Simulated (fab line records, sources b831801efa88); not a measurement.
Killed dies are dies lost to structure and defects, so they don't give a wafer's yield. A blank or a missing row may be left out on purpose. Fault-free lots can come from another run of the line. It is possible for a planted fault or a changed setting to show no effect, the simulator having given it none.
fab line records + flow sky130
record
- lots=5
- wafers=13
- lastDay=50
route steps=708 shown LOCAL_INTERCONNECT@400 CONTACT@406 METAL1@434 PAD_OPEN@708
lots with no fault: from the same line, run without faults
startH: hours from the record's opening day to when the first of the lot's shown wafers began + waitH: hours since the lot's step before + " same as the row above + L1.1+2: a single row standing in for several wafers + - value missing, or start not given + * or withheld: withheld + < > ~ a bound
route shown NAME@n: a module of which the file shows steps, and the number in the route of the first + usual: mean/standard deviation taken from wafers without a fault + same: alike in all rows + chamber/n: place in a boat + sites: the reading at each site + _std_site: their standard deviation + _edge_site: the outer-site mean with the inner-site mean subtracted + radiusMm: how far each site lies from the wafer's centre + mask NAME#n: copy n + behind: tool/chamber where the wafer was last shaped + hold: the reason the lot was held/the length of the hold in hours/how it ended + device: which transistor (n, p or np) failed to switch + end of line: tests run on the same wafers once the route is complete + a step with no rows: only its recipe + killed: dies that structure and defects cost at the first sort, which is not the same as the wafer's yield + map: dies across one wafer; x = killed, . = not, _ = none there
set.NAME: setting as actually run; set.NAME@STEP: the setting as run at that earlier step + model.NAME: the simulator's own value behind a step, which no gauge read
a table for each step, a row for each wafer; lots at some steps of the route
services: a tool's chamber out of use, with start hour (startH, from the record's first day; less than 0 if before it), hours out, and reason
## steps
# step SKY_LOCAL_INTERCONNECT_ETCH_13
# recipe
- chemistry=N2/H2
- target=BARC
- ionEnergyEv=200
- biasW=100
- pressureMtorr=30
- n2FlowSccm=100
- h2FlowSccm=200
- icpW=500
- stopOn=SiO2
- timeS=45.9
- targetDepthA=600
# step SKY_LOCAL_INTERCONNECT_METAL_ETCH_14
# recipe
- targetDepthNm=110
- stopOn=PSG
- chemistry=Cl2/BCl3
- target=TiN
- resistSidewallDeg=88
- pressureMtorr=10
- icpW=900
- biasW=48.5
- Cl2_flow_sccm=60
- bcl3FlowSccm=30
- timeS=31.4
# step SKY_LOCAL_INTERCONNECT_STRIP_15
# recipe
- chemistry=O2/N2
- powerW=1400
- pressureMtorr=1500
- platenTempC=withheld
- o2FlowSccm=3000
- n2FlowSccm=300
- overashFraction=0.5
# step SKY_LOCAL_INTERCONNECT_STRIP_16
# recipe
- chemistry=postEtchResidueRemover
- timeS=1200
- tempC=72.5
# step SKY_LOCAL_INTERCONNECT_CLEAN_17
# recipe
- chemistry=IPA
- timeS=180
- tempC=25
# step SKY_LOCAL_INTERCONNECT_CLEAN_18
# recipe
- chemistry=O3/DIW
- dry=n2Spin
# step SKY_CONTACT_CVD_00
# recipe
- material=Si3N4
- targetThkNm=75
- tempC=400
- timeS=withheld
- rfW=450
# step SKY_CONTACT_HDPCVD_02
# recipe
- material=SiO2
- targetThkNm=565
- sigmaOpenFrac=0.3
- timeS=94.2
- tempC=600
- sih4FlowSccm=60
- pressureMtorr=6
# step SKY_CONTACT_CMP_04
# recipe
- material=SiO2
- downForcePsi=4
- platenRpm=60
- padVelocityMS=0.94248
# usual
- headPressurePsi=4.000/0.0087
- motorCurrentA=12.3/1.7
- timeToEndpointS=81/4.5
| lot.wafer | tool   | chamber | startH | waitH | headPressurePsi | motorCurrentA | timeToEndpointS | model.SiO2_of_CONTACT_HDPCVD_02.thkNm |
|-----------|--------|---------|--------|-------|-----------------|---------------|-----------------|---------------------------------------|
| L585.4    | cmp-01 | 0       | 763.73 | 0.1   | 3.995           | 13.7          | 70              | 337.9                                 |
| L585.3    | "      | 1       | "      | "     | 4.003           | 9.0           | 96              | 410.8                                 |
| L585.6    | "      | 0       | "      | "     | 3.997           | 14.0          | 72              | 337.9                                 |
| L587.1    | cmp-01 | 3       | 779.99 | 0.3   | 4.000           | 12.3          | 105             | 417.4                                 |
| L587.6    | "      | 3       | "      | "     | 4.000           | 11.5          | 87              | 339.2                                 |
| L589.3    | cmp-01 | 1       | 802.56 | 0.2   | 4.005           | 9.1           | 108             | 418.7                                 |
| L589.6    | "      | 2       | "      | "     | 3.999           | 13.3          | 80              | 339.4                                 |
| L596.1    | cmp-01 | 1       | 854.10 | 0.1   | 4.007           | 9.4           | 81              | 340.3                                 |
| L596.2    | "      | 2       | "      | "     | 3.997           | 14.1          | 80              | 338.6                                 |
| L596.4    | "      | 0       | "      | "     | 3.994           | 13.5          | 80              | 339                                   |
| L599.1    | cmp-01 | 3       | 867.85 | 0.3   | 4.012           | 11.7          | 89              | 340.8                                 |
| L599.2    | "      | 0       | "      | "     | 3.989           | 14.4          | 83              | 339.1                                 |
| L599.3    | "      | 1       | "      | "     | 4.004           | 9.4           | 88              | 341.1                                 |
# step SKY_CONTACT_DEHYDRATE_06
# recipe
- tempC=200
- timeS=60
# step SKY_CONTACT_HMDS_07
# recipe
- primeTimeS=60
- primeTempC=120
# step SKY_CONTACT_COAT_08
# recipe
- resist=BARC
- tempC=withheld
- timeS=withheld
- spinRpm=3000
- resistThkNm=60
# step SKY_CONTACT_COAT_09
# recipe
- resist=KrF-thick
- spinRpm=3000
- resistThkNm=450
# step SKY_CONTACT_SOFTBAKE_10
# recipe
- tempC=100
- timeS=90
- resist=KrF-thick
# step SKY_CONTACT_EXPOSE_11
# recipe
- maskId=CTM1
- na=0.8
- sourceShape=annular
- sigmaInner=0.55
- sigmaOuter=0.85
- targetCdNm=170
- doseMj=38
# step SKY_CONTACT_PEB_12
# recipe
- pebTempC=withheld
- pebTimeS=withheld
- resist=KrF-thick
# step SKY_CONTACT_DEVELOP_13
# recipe
- developTimeS=60
- resist=KrF-thick
- devTempC=21
# step SKY_CONTACT_ETCH_16
# recipe
- chemistry=N2/H2
- target=BARC
- ionEnergyEv=200
- sourceW=500
- biasW=100
- pressureMtorr=30
- n2FlowSccm=100
- h2FlowSccm=200
- stopOn=SiO2
- timeS=45.9
- targetDepthA=600
# step SKY_CONTACT_ETCH_17
# recipe
- target=SiO2
- chemistry=C4F8/O2/Ar
- stopOn=Si3N4
- maskMaterial=KrF-thick
- sourceW=1500
- biasW=1200
- pressureMtorr=40
- c4f8FlowSccm=withheld
- O2_flow_sccm=6
- Ar_flow_sccm=300
- timeS=withheld
- targetDepthA=3400
# usual
- chamberPressureMTorr=40.00/0.035
- oesProductAu=0.891/0.0047
| lot.wafer | tool       | chamber | startH | waitH | chamberPressureMTorr | oesProductAu | model.CONTACT.featureDepthNm | model.etch.depthNm |
|-----------|------------|---------|--------|-------|----------------------|--------------|------------------------------|--------------------|
| L585.3    | rieDiel-01 | 0       | 791.26 | 0.0   | 40.02                | 0.995        | 410.8                        | 410.8              |
| L585.4    | "          | 0       | "      | "     | 40.02                | 0.892        | 337.9                        | 337.9              |
| L585.6    | "          | 2       | "      | "     | 40.03                | 0.888        | 337.9                        | 337.9              |
| L587.1    | rieDiel-01 | 3       | 806.29 | 0.0   | 40.03                | 0.994        | 411.1                        | 411.1              |
| L587.6    | "          | 0       | "      | "     | 39.95                | 0.888        | 339.2                        | 339.2              |
| L589.3    | rieDiel-01 | 2       | 829.28 | 0.0   | 40.03                | 1.002        | 415.9                        | 415.9              |
| L589.6    | "          | 3       | "      | "     | 39.95                | 0.886        | 339.4                        | 339.4              |
| L596.1    | rieDiel-01 | 0       | 880.58 | 0.0   | 39.96                | 0.898        | 340.3                        | 340.3              |
| L596.2    | "          | 3       | "      | "     | 39.98                | 0.890        | 338.6                        | 338.6              |
| L596.4    | "          | 1       | "      | "     | 40.04                | 0.889        | 339                          | 339                |
| L599.1    | rieDiel-02 | 1       | 894.11 | 0.0   | 39.99                | 0.896        | 340.8                        | 340.8              |
| L599.2    | "          | 0       | "      | "     | 40.02                | 0.896        | 339.1                        | 339.1              |
| L599.3    | "          | 2       | "      | "     | 40.07                | 0.896        | 341.1                        | 341.1              |
# step SKY_CONTACT_ETCH_18
# recipe
- target=Si3N4
- chemistry=CHF3/O2
- stopOn=TiN
- sourceW=600
- biasW=200
- pressureMtorr=40
- chf3FlowSccm=50
- O2_flow_sccm=5
- timeS=39
- targetDepthA=750
# step SKY_CONTACT_STRIP_19
# recipe
- chemistry=O2/N2
- powerW=1400
- pressureMtorr=1500
- platenTempC=withheld
- o2FlowSccm=3000
- n2FlowSccm=300
- overashFraction=0.5
# step SKY_CONTACT_STRIP_20
# recipe
- chemistry=postEtchResidueRemover
- timeS=1200
- tempC=72.5
# step SKY_CONTACT_CLEAN_21
# recipe
- chemistry=IPA
- timeS=180
- tempC=25
# step SKY_CONTACT_CLEAN_22
# recipe
- chemistry=O3/DIW
- dry=n2Spin
# step SKY_CONTACT_SPUTTER_23
# recipe
- material=TiN
- targetThkNm=20
- chamberPressurePa=5
- powerW=4000
- timeS=80
# step SKY_CONTACT_CVD_24
# recipe
- material=W
- targetThkNm=340
- timeS=102.12
- tempC=400
- pressureTorr=40
# step SKY_CONTACT_CMP_27
# recipe
- stopOn=SiO2
- tOverpolishS=15
- downForcePsi=3.5
- platenRpm=60
- targetThkNm=0
- padVelocityMS=0.94248
# step SKY_METAL1_SPUTTER_00
# recipe
- material=Ti
- targetThkNm=15
- powerW=3000
- timeS=10
- chamberPressurePa=0.4
# step SKY_METAL1_SPUTTER_01
# recipe
- material=TiN
- targetThkNm=20
- powerW=6500
- timeS=16.7
- chamberPressurePa=0.4
# step SKY_METAL1_SPUTTER_02
# recipe
- material=AlCu
- targetThkNm=250
- powerW=10600
- timeS=13.3
- chamberPressurePa=0.4
# step SKY_METAL1_SPUTTER_03
# recipe
- material=Ti
- targetThkNm=5
- powerW=3000
- timeS=3.3
- chamberPressurePa=0.4
# step SKY_METAL1_SPUTTER_04
# recipe
- material=TiN
- targetThkNm=70
- powerW=6500
- timeS=58.3
- chamberPressurePa=0.4
# step SKY_METAL1_METAL_ETCH_19
# recipe
- targetDepthA=3600
- stopOn=SiO2
- overEtchFrac=0.3
- timeS=78
- chemistry=Cl2/BCl3
- resistSidewallDeg=88
- pressureMtorr=10
- icpW=900
- biasW=48.5
- Cl2_flow_sccm=60
- bcl3FlowSccm=30
# usual
- chamberPressureMTorr=10.000/0.0087
- drypumpMotorCurrentA=5.8/0.48
- heBacksideLeakSccm=3.37/0.26
- oesProductAu=0.856/0.006
- throttleValvePct=22.263/0.0089
| lot.wafer | tool        | chamber | startH | waitH | chamberPressureMTorr | drypumpMotorCurrentA | heBacksideLeakSccm | oesProductAu | rfHoursCounterH | throttleValvePct | model.SiO2_of_CONTACT_HDPCVD_02.thkNm |
|-----------|-------------|---------|--------|-------|----------------------|----------------------|--------------------|--------------|-----------------|------------------|---------------------------------------|
| L585.3    | rieMetal-02 | 1       | 818.59 | 0.1   | 9.996                | 6.0                  | 3.44               | 0.869        | -               | 22.257           | 396.8                                 |
| L585.4    | "           | 0       | "      | "     | 9.989                | 5.9                  | 3.69               | 0.868        | -               | 22.254           | 323.9                                 |
| L585.6    | "           | 0       | "      | "     | 9.986                | 5.9                  | 3.55               | 0.860        | -               | 22.250           | 323.8                                 |
| L587.1    | rieMetal-03 | 0       | 834.35 | 0.0   | 9.981                | 5.6                  | 3.24               | 0.863        | 6               | 22.250           | 403.3                                 |
| L587.6    | "           | 1       | "      | "     | 10.003               | 6.5                  | 3.70               | 0.856        | -               | 22.273           | 325.4                                 |
| L589.3    | rieMetal-03 | 1       | 857.63 | 0.1   | 9.988                | 6.5                  | 3.39               | 0.855        | -               | 22.274           | 404.8                                 |
| L589.6    | "           | 0       | "      | "     | 10.000               | 5.5                  | 3.06               | 0.857        | -               | 22.277           | 325.3                                 |
| L596.1    | rieMetal-03 | 1       | 907.75 | 0.0   | 9.989                | 6.5                  | 3.56               | 0.855        | 5               | 22.250           | 326.4                                 |
| L596.2    | "           | 0       | "      | "     | 9.998                | 5.6                  | 3.11               | 0.853        | 9               | 22.279           | 324.5                                 |
| L596.4    | "           | 1       | "      | "     | 9.992                | 6.5                  | 3.62               | 0.845        | -               | 22.262           | 325.1                                 |
| L599.1    | rieMetal-01 | 1       | 921.05 | 0.0   | 9.998                | 5.0                  | 3.61               | 0.849        | 13              | 22.257           | 327                                   |
| L599.2    | "           | 0       | "      | "     | 10.013               | 5.3                  | 3.18               | 0.849        | 2               | 22.269           | 325.3                                 |
| L599.3    | "           | 1       | "      | "     | 9.988                | 4.9                  | 3.41               | 0.854        | -               | 22.258           | 327.1                                 |
# step SKY_PAD_OPEN_PROBE_99
# usual
- killed_at_M0_to_M3=43/7.7
- killed_at_M4_up=3.1/1.7
- killedAtContacts=23/4.8
- killedAtFrontEnd=15/4.5
- killedAtOther=0.3/0.58
- killedDies=85/10
- killedOnRim=17/3.8
- killedOpen=46/7.5
- killedShort=38/6.5
# same
- grossDies=492
- killedAtBackSide=0
| lot.wafer | tool      | chamber | startH  | waitH | killed_at_M0_to_M3 | killed_at_M4_up | killedAtContacts | killedAtFrontEnd | killedAtOther | killedDies | killedOnRim | killedOpen | killedShort | model.etest.mconChain.rcOhm |
|-----------|-----------|---------|---------|-------|--------------------|-----------------|------------------|------------------|---------------|------------|-------------|------------|-------------|-----------------------------|
| L585.3    | prober-02 | -       | 1116.79 | 0.2   | 56                 | 7               | 39               | 20               | 0             | 122        | 19          | 71         | 36          | 17.94                       |
| L585.4    | prober-02 | -       | 1116.84 | 0.2   | 47                 | 5               | 26               | 10               | 0             | 88         | 21          | 49         | 38          | 17.25                       |
| L585.6    | prober-02 | -       | 1116.94 | 0.2   | 35                 | 1               | 25               | 15               | 0             | 76         | 15          | 39         | 35          | 17.87                       |
| L587.1    | prober-02 | -       | 1129.50 | 0.1   | 40                 | 3               | 164              | 17               | 0             | 224        | 50          | 44         | 46          | 27.53                       |
| L587.6    | prober-02 | -       | 1129.75 | 0.2   | 43                 | 5               | 18               | 15               | 2             | 83         | 16          | 40         | 42          | 16.1                        |
| L589.3    | prober-01 | -       | 1146.61 | 0.2   | 40                 | 5               | 96               | 16               | 0             | 157        | 45          | 45         | 38          | 22.75                       |
| L589.6    | prober-01 | -       | 1146.76 | 0.2   | 45                 | 4               | 24               | 14               | 0             | 87         | 14          | 44         | 43          | 16.81                       |
| L596.1    | prober-02 | -       | 1182.95 | 0.1   | 44                 | 4               | 21               | 20               | 1             | 90         | 15          | 50         | 40          | 16.77                       |
| L596.2    | prober-02 | -       | 1183.00 | 0.1   | 34                 | 3               | 21               | 10               | 0             | 68         | 11          | 37         | 31          | 16.58                       |
| L596.4    | prober-02 | -       | 1183.10 | 0.2   | 46                 | 2               | 22               | 17               | 1             | 88         | 18          | 47         | 41          | 16.86                       |
| L599.1    | prober-01 | -       | 1191.35 | 0.1   | 31                 | 2               | 17               | 16               | 0             | 66         | 15          | 30         | 36          | 17.1                        |
| L599.3    | prober-01 | -       | 1191.45 | 0.2   | 37                 | 2               | 19               | 16               | 0             | 74         | 11          | 36         | 38          | 17.23                       |
# killed by level:class
L585.3 CONTACT:areaCmp=14 VIA2:geometricParticle:open=11 CONTACT:geometricParticle:open=10 LI_CONTACT:geometricParticle:open=9 VIA1:geometricParticle:open=9 METAL2:geometricParticle:short=9 VIA3:geometricParticle:open=9 FIELD_ISO:geometricParticle:open=6
L585.4 CONTACT:geometricParticle:open=13 VIA1:geometricParticle:open=12 METAL2:geometricParticle:short=8 VIA3:geometricParticle:open=6 VIA2:geometricParticle:open=5 CONTACT:geometricParticle:short=4 LOCAL_INTERCONNECT:geometricParticle:short=4 VIA2:geometricParticle:short=4
L585.6 LI_CONTACT:geometricParticle:open=10 VIA1:geometricParticle:open=8 CONTACT:geometricParticle:open=7 METAL2:geometricParticle:short=6 CONTACT:geometricParticle:short=5 METAL1:geometricParticle:short=5 VIA3:geometricParticle:short=5 FIELD_ISO:geometricParticle:short=4
L587.1 CONTACT:areaCmp=134 METAL2:geometricParticle:short=11 CONTACT:geometricParticle:open=10 VIA2:geometricParticle:open=8 VIA1:geometricParticle:open=7 LI_CONTACT:geometricParticle:open=6 FIELD_ISO:geometricParticle:open=5 CONTACT:geometricParticle:short=5
L587.6 VIA1:geometricParticle:open=13 VIA1:geometricParticle:short=5 METAL2:geometricParticle:short=5 METAL3:geometricParticle:short=5 POLY_GATE:geometricParticle:open=4 METAL1:geometricParticle:short=4 LI_CONTACT:geometricParticle:short=4 LOCAL_INTERCONNECT:geometricParticle:short=4
L589.3 CONTACT:areaCmp=73 CONTACT:geometricParticle:open=10 VIA3:geometricParticle:open=8 VIA1:geometricParticle:open=7 METAL4:geometricParticle:short=5 FIELD_ISO:geometricParticle:open=4 LOCAL_INTERCONNECT:geometricParticle:short=4 CONTACT:geometricParticle:short=4
L589.6 METAL1:geometricParticle:short=11 VIA1:geometricParticle:open=11 VIA2:geometricParticle:open=7 FIELD_ISO:geometricParticle:short=6 LI_CONTACT:geometricParticle:open=6 CONTACT:geometricParticle:short=6 CONTACT:geometricParticle:open=6 LOCAL_INTERCONNECT:geometricParticle:short=4
L596.1 VIA1:geometricParticle:open=12 CONTACT:geometricParticle:open=7 VIA3:geometricParticle:open=7 VIA2:geometricParticle:open=7 METAL1:geometricParticle:short=6 FIELD_ISO:geometricParticle:open=5 POLY_GATE:geometricParticle:short=5 LI_CONTACT:geometricParticle:open=5
L596.2 CONTACT:geometricParticle:open=6 VIA1:geometricParticle:open=6 METAL2:geometricParticle:short=6 LOCAL_INTERCONNECT:geometricParticle:short=5 VIA3:geometricParticle:open=5 LI_CONTACT:geometricParticle:open=4 CONTACT:geometricParticle:short=4 METAL1:geometricParticle:open=4
L596.4 CONTACT:geometricParticle:open=9 LI_CONTACT:geometricParticle:open=8 METAL1:geometricParticle:short=7 VIA1:geometricParticle:open=7 VIA1:geometricParticle:short=6 FIELD_ISO:geometricParticle:open=5 VIA2:geometricParticle:open=5 VIA2:geometricParticle:short=5
L599.1 VIA1:geometricParticle:open=7 LI_CONTACT:geometricParticle:open=6 METAL2:geometricParticle:short=6 METAL1:geometricParticle:short=5 VIA3:geometricParticle:short=5 CONTACT:geometricParticle:open=5 VIA3:geometricParticle:open=4 FIELD_ISO:geometricParticle:short=3
L599.3 CONTACT:geometricParticle:open=6 METAL2:geometricParticle:short=6 FIELD_ISO:geometricParticle:short=5 LI_CONTACT:geometricParticle:open=5 VIA2:geometricParticle:open=5 VIA3:geometricParticle:open=5 FIELD_ISO:geometricParticle:open=4 CONTACT:geometricParticle:short=4
# map L585.3 (x killed, . not)
__________...xx....x_________
________.............._______
______...x.............._____
_____...........x........____
____...xx.....x..x.x.x....___
___..x.xxxx..x...xx..x.x...__
__.x.x.x.xx..............x.._
_.x..xx..xxxx..x.xx......xx.x
_......xx..xx.x..xx.x..xx....
_.x...x.x.............x......
_..........x.x.xx.xx...x..xx.
_x..........x..x....xx...xx..
_x...x........x.xx...x.......
_.........x.x......x.....xx.x
_x.............xx..xx...x.x.x
__..x.x.x.x..xx........x..x._
___....xx...........xx.....__
____x........x........xx..___
_____.xx......x...x.x.x..____
______.x...x..x.......xx_____
________....x...xx...._______
__________...xx....._________
# map L587.1 (x killed, . not)
__________xxx..xxx.._________
________.xx....x.xxxxx_______
______xxxxx.x.xx.x.xxx.x_____
_____x.x........x.x.x...x____
____x.xxx...x....xxxxxx...___
___x.x........x.x....xxx...__
__x.xx.xxx....x.x.xx.xx.xx.._
_x.x.....x.xx..x.xx..xx.xx...
_.xx.....xx....xxx...xx.xx...
_...x....x...x..xxx..x.xxx.x.
_..xx.xx...xx......x.....x.xx
_xx......xx....x....xxxxxxx.x
_....x..xx.x............xx.x.
_x...xx..x.x.xx.xxx..xxxx.x..
_xx.x............xx.x.xx...xx
__....xxx...x.....xxx..x..xx_
___........xx.x.x.xxxxx..x.__
____..xx...x.xxx.x.xx.xxxx___
_____..x....x.xxxxxxxxxxx____
______x.x.x...x.xxxxx.xx_____
________.x..xx...xxxxx_______
__________..x..xx.xx_________
## services
| tool        | chamber | startH | hours | kind                          |
|-------------|---------|--------|-------|-------------------------------|
| cmp-01      | -       | 744.26 | 4.0   | pm                            |
| cmp-01      | -       | 748.26 | -     | consumableReplace:conditioner |
| cmp-01      | -       | 748.26 | -     | consumableReplace:pad         |
| rieMetal-03 | 1       | 758.33 | -     | clean                         |
| rieMetal-03 | 1       | 758.33 | 16.2  | scheduledDown                 |
| rieMetal-03 | 1       | 758.33 | 16.2  | ventCycle                     |
| cmp-01      | -       | 768.22 | 3.5   | pm                            |
| rieDiel-02  | 1       | 777.06 | 2.8   | repair                        |
| rieDiel-02  | 1       | 779.86 | -     | clean                         |
| rieDiel-02  | 1       | 779.86 | 26.6  | scheduledDown                 |
| rieDiel-02  | 1       | 779.86 | 26.6  | ventCycle                     |
| rieDiel-01  | 3       | 789.33 | 13.5  | repair                        |
| cmp-01      | -       | 792.67 | 9.6   | pm                            |
| rieDiel-02  | -       | 829.29 | 2.8   | pm                            |
| rieMetal-01 | 0       | 835.18 | -     | clean                         |
| rieMetal-01 | 0       | 835.18 | 19.4  | scheduledDown                 |
| rieMetal-01 | 0       | 835.18 | 19.4  | ventCycle                     |
| rieDiel-02  | 1       | 848.22 | 6.2   | repair                        |
| rieDiel-01  | 0       | 859.72 | 4.0   | repair                        |
| rieMetal-01 | -       | 865.09 | 7.2   | repair                        |
| rieMetal-01 | -       | 892.59 | 14.6  | pm                            |
| cmp-01      | -       | 898.90 | 2.1   | repair                        |
| rieDiel-01  | 3       | 902.48 | 4.3   | repair                        |
| rieDiel-01  | 1       | 904.45 | 1.9   | repair                        |
## key
firstSign
- step=SKY_CONTACT_CMP_04
- reading=timeToEndpointS
- direction=up
- sigmas=4.8
- usual=*
- struck=*
effect
- step=SKY_CONTACT_ETCH_17
- reading=oesProductAu
- direction=up
- sigmas=22
- usual=0.891
- struck=0.997
effect
- step=SKY_PAD_OPEN_PROBE_99
- reading=killedAtContacts
- direction=up
- sigmas=16
- usual=23
- struck=100
modelEffect
- step=SKY_CONTACT_CMP_04
- value=SiO2_of_CONTACT_HDPCVD_02.thkNm
- without=339.1
- struck=415.7
modelEffect
- step=SKY_CONTACT_ETCH_17
- value=CONTACT.featureDepthNm
- without=339.1
- struck=412.6
modelEffect
- step=SKY_METAL1_METAL_ETCH_19
- value=SiO2_of_CONTACT_HDPCVD_02.thkNm
- without=325.1
- struck=401.6
modelEffect
- step=SKY_PAD_OPEN_PROBE_99
- value=etest.mconChain.rcOhm
- without=16.51
- struck=22.74
moreKillsBornAt
- SKY_CONTACT_CMP_04@cmp-01=221
metAt SKY_CONTACT_CMP_04
struckWafers L585.3,L587.1,L589.3
testerLeftOut L585,L587,L589
fault
- kind=processParameterDrift
- tool=cmp-01
- chamber=-
- onsetH=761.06
- steps=SKY_CONTACT_CMP_04
- channel=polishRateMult
- offset=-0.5
- shape=step
- endH=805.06
- scope=struckWafersOnly
# testerLeftOut: of these lots the tester's yield and bins aren't shown, on N5 and GAA mostly nor the transistor test; their killed dies are dies lost to structure and defects alone, not to doping, threshold or leakage, so they don't give the yield
